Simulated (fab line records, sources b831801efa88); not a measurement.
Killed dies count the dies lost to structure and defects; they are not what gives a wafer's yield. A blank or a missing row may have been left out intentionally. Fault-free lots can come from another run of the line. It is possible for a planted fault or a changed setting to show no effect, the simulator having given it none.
Problem report, 8D (eight disciplines) form, completed by code ; flow sky130 ; the parts of the form that need people (team, actions taken, sign-off) are left out

## 1. WHAT IS WRONG
At SKY_FIELD_ISO_ETCH_17, rf fwd power W averages 693.5 W over 3 wafers from 2 lots, while fault-free wafers read 596.4 W, standard deviation 2.5. That is +39 standard deviations from the usual mean.
The step: etches Si in HBr/Cl2/O2, target depth 342 nm, time 97.7 s.
The first sign was on wafer L232.1 at day 4 09:01, on rie si-02. Wafers with a number at this step in the record: 18, from 6 lots. The rule behind "out" and "out of limits": a value lying over 4 standard deviations away from the usual mean. Any other wafer with a number is counted as sound.

## 2. WHAT IT IS, AND WHAT IT ISN'T
question;is;is not
which readings at this step;rf fwd power W, oes product au;O2_flow_sccm, drypump motor current A, he backside leak sccm
which lots;L232, L234;L222, L233, L236, L238
which wafers of those lots;L232.1, L232.5, L234.6;L232.4, L234.1, L234.5
read on which tools;rie si-02;rie si-01
when;from day 4 09:01;"up to then (4 sound wafers); but 11 sound wafers of L233, L234, L236, L238 came after"

## 3. SUSPECTS, AND WHAT RULES EACH OUT
Counting: a tool at a process step up to the reading stays a suspect if it ran every lot that is out. Sound lots after the first of them don't rule it out here, since some wafers of a struck lot are sound.
- rie si-02 at SKY_FIELD_ISO_ETCH_17 (etches Si in HBr/Cl2/O2, target depth 342 nm, time 97.7 s): kept. It processed each lot that is out (first: L232, day 4 09:01); up to then, its last sound lot is L222 (day 2 07:20). On those wafers its own readings are out: oes product au, rf fwd power W.
- At SKY_FIELD_ISO_ETCH_17 on rie si-02, chamber 3 took the sound wafers of the same lots and chamber 2 took the wafers that are out.
After counting, what remains is rie si-02 at SKY_FIELD_ISO_ETCH_17.

## 4. THE CAUSE (what the simulator had put in)
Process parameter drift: rie si-02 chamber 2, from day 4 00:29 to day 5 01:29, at SKY_FIELD_ISO_ETCH_17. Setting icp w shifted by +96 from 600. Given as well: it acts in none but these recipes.
The count eliminated every tool but this one.

## 5. SEQUENCE OF EFFECTS, ordered by route
One row per reading whose mean, taken over the struck wafers that have a number, lies over 3 standard deviations from the usual. Scope: only readings with a usual standard deviation given in the record; hours: median across lots of the time from each lot's start at the first step in this table that gives one to its start at this step; sigmas: change in usual standard deviations.
hours;step;reading;usual;on struck wafers;change;sigmas
0;SKY_FIELD_ISO_ETCH_17;oes product au;1.003 a.u.;1.048;+0.045;+6.4
0;SKY_FIELD_ISO_ETCH_17;rf fwd power W;596.4 W;693.5;+97.1;+39
0;SKY_FIELD_ISO_ETCH_17;throttle valve pct;25.654 %;25.622;-0.032;-3.6
Here are the process steps it includes:
- SKY_FIELD_ISO_ETCH_17: etches Si in HBr/Cl2/O2, target depth 342 nm, time 97.7 s.

## 6. WHAT WOULD HAVE CAUGHT IT SOONER
9 hours passed between the start of the fault at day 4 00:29 and the first reading out of limits in this record, taken at day 4 09:01.
